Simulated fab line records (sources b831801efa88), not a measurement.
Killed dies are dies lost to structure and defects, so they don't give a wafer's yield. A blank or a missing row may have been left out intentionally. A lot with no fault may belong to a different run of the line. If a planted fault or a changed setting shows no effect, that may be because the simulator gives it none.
The tool behind it: which one? | flow gf180mcu | 14 lots with 42 wafers sampled at 4 steps, on a route of 602 steps

== WHAT EACH GAUGE READ, for each wafer ==
GF_V4_CD_MEAS_14: the cd target is 260 nm. Usual: cd_nm reads 259.7 nm (standard deviation 1.3).
lot  | measured     | on        | cd_nm (nm)        | flag
L450 | day 24 17:50 | cd_sem-02 | 257.5 258.9 258.5 |
L451 | day 24 22:02 | cd_sem-02 | 260.7 261.5 260.4 |
L453 | day 25 13:04 | cd_sem-02 | 259.6 258.0 258.6 |
L454 | day 25 18:33 | cd_sem-01 | 261.2 260.0 259.7 |
L455 | day 26 06:20 | cd_sem-01 | 259.5 259.1 259.7 |
L466 | day 29 15:43 | cd_sem-02 | 260.0 259.5 258.7 |
L467 | day 30 03:12 | cd_sem-01 | 261.5 262.4 260.9 |
L468 | day 30 06:13 | cd_sem-02 | 262.2 261.0 261.9 |
L469 | day 30 13:49 | cd_sem-02 | 257.8 258.1 258.7 |
L470 | day 30 20:15 | cd_sem-01 | 259.4 260.6 259.4 |
L471 | day 31 02:58 | cd_sem-02 | 260.7 261.2 260.8 |
L472 | day 31 05:13 | cd_sem-01 | 258.0 258.7 258.2 |

== WHICH TOOL RAN EACH LOT (tool, then ch and the chambers of the sampled wafers, then the start) ==
lot  | GF_VT_IMPLANT_EXPOSE_26             | GF_V2_CVD_23                  | GF_M4_SPUTTER_01
L450 | iline_stepper-02 ch 0, day 6 17:19  | cvd_w-02 ch 0,1, day 20 15:22 | pvd_sputter-01, day 22 18:51
L451 | iline_stepper-02 ch 0, day 6 21:53  | cvd_w-01 ch 0,1, day 20 20:37 | pvd_sputter-02, day 22 23:42
L453 | iline_stepper-02 ch 0, day 7 09:17  | cvd_w-01 ch 0,1, day 21 13:50 | pvd_sputter-01, day 23 15:57
L454 | iline_stepper-02 ch 0, day 7 14:20  | cvd_w-02 ch 0,1, day 21 20:37 | pvd_sputter-01, day 23 22:53
L455 | iline_stepper-01 ch 0, day 7 21:22  | cvd_w-01 ch 0,1, day 22 08:34 | pvd_sputter-02, day 24 09:35
L457 | iline_stepper-02, day 8 13:20       | -                             | -
L458 | iline_stepper-02, day 8 15:16       | -                             | -
L466 | iline_stepper-02 ch 0, day 10 22:15 | cvd_w-01 ch 0,1, day 26 01:49 | pvd_sputter-04, day 27 23:27
L467 | iline_stepper-02 ch 0, day 11 04:22 | cvd_w-02 ch 0,1, day 26 15:46 | pvd_sputter-02, day 28 11:32
L468 | iline_stepper-01 ch 0, day 11 10:47 | cvd_w-02 ch 0,1, day 26 18:37 | pvd_sputter-02, day 28 15:13
L469 | iline_stepper-02 ch 0, day 11 19:02 | cvd_w-01 ch 0,1, day 27 03:14 | pvd_sputter-01, day 28 23:05
L470 | iline_stepper-02 ch 0, day 12 01:38 | cvd_w-01 ch 0,1, day 27 10:08 | pvd_sputter-02, day 29 05:58
L471 | iline_stepper-02 ch 0, day 12 05:30 | cvd_w-01 ch 0,1, day 27 18:21 | pvd_sputter-04, day 29 12:32
L472 | iline_stepper-02 ch 0, day 12 14:12 | cvd_w-02 ch 0,1, day 27 20:31 | pvd_sputter-04, day 29 15:28
- GF_VT_IMPLANT_EXPOSE_26: exposes mask LVPWELL HV AREA, target cd 860 nm.
- GF_V2_CVD_23: deposits W, target thk 350 nm, time 104.94 s.
- GF_M4_SPUTTER_01: material TiN, target thk 30 nm, time 25 s.

== WHAT THE TOOLS THEMSELVES READ (means of the sampled wafers that have a number; where no wafer has one, the mark that the record gives instead) ==
GF_VT_IMPLANT_EXPOSE_26. Usual: exposure_dose_mJ_cm2 140.02, standard deviation 0.11; focus_offset_nm 0.1 nm, standard deviation 0.52.
lot  | tool             | exposure_dose_mJ_cm2 | focus_offset_nm (nm) | flag
L450 | iline_stepper-02 | 140.02               | 0.0                  |
L451 | iline_stepper-02 | 139.95               | 0.3                  |
L453 | iline_stepper-02 | 140.11               | 0.4                  |
L454 | iline_stepper-02 | 140.06               | 0.1                  |
L455 | iline_stepper-01 | 140.10               | 0.3                  |
L457 | iline_stepper-02 | -                    | -                    | OFF
L458 | iline_stepper-02 | -                    | -                    | OFF
L466 | iline_stepper-02 | 139.98               | 0.3                  |
L467 | iline_stepper-02 | 140.02               | 0.2                  |
L468 | iline_stepper-01 | 140.09               | -0.2                 |
L469 | iline_stepper-02 | 139.99               | 0.7                  |
L470 | iline_stepper-02 | 140.09               | -0.2                 |
L471 | iline_stepper-02 | 140.02               | 0.0                  |
L472 | iline_stepper-02 | 140.01               | -0.2                 |

GF_V2_CVD_23. Usual: heater_power_w reads 816 W (standard deviation 92).
lot  | tool     | heater_power_w (W) | flag
L450 | cvd_w-02 | 832                |
L451 | cvd_w-01 | 780                |
L453 | cvd_w-01 | 769                |
L454 | cvd_w-02 | 842                |
L455 | cvd_w-01 | 779                |
L466 | cvd_w-01 | 780                |
L467 | cvd_w-02 | 923                |
L468 | cvd_w-02 | 831                |
L469 | cvd_w-01 | 776                |
L470 | cvd_w-01 | 778                |
L471 | cvd_w-01 | 780                |
L472 | cvd_w-02 | 840                |

GF_M4_SPUTTER_01. Usual: throttle_valve_pct reads 30.3 % (standard deviation 1.1).
lot  | tool           | throttle_valve_pct (%) | flag
L450 | pvd_sputter-01 | 30.1                   |
L451 | pvd_sputter-02 | 31.8                   |
L453 | pvd_sputter-01 | 29.3                   |
L454 | pvd_sputter-01 | 30.1                   |
L455 | pvd_sputter-02 | 30.2                   |
L466 | pvd_sputter-04 | 29.7                   |
L467 | pvd_sputter-02 | 30.5                   |
L468 | pvd_sputter-02 | 31.3                   |
L469 | pvd_sputter-01 | 30.7                   |
L470 | pvd_sputter-02 | 30.5                   |
L471 | pvd_sputter-04 | 30.4                   |
L472 | pvd_sputter-04 | 29.7                   |

== THE ANSWER, worked out from the rows above alone ==
Rule: a lot is off if the mean of its wafers that have a number lies more than 3 standard deviations from the usual mean. Also off: a lot with no number at a reading for which 4 or more lots have one. All remaining lots with rows at the step are treated as sound. Order of review: gauges by route order, followed by the tools' own readings, for which a lot's mean as printed above is used. The first step at which some lot is off is used, and at that step the reading that is off furthest; a lot without a number counts as furthest.
Off at GF_VT_IMPLANT_EXPOSE_26 (exposure_dose_mJ_cm2): L457, L458. Without a number there: L457, L458.
If a tool, at that step or one of the process steps before it, ran each lot that is off and ran no sound lot following the first of them, it fits. None of those tried fits.

== WHAT THE SIMULATOR HAD PUT IN ==
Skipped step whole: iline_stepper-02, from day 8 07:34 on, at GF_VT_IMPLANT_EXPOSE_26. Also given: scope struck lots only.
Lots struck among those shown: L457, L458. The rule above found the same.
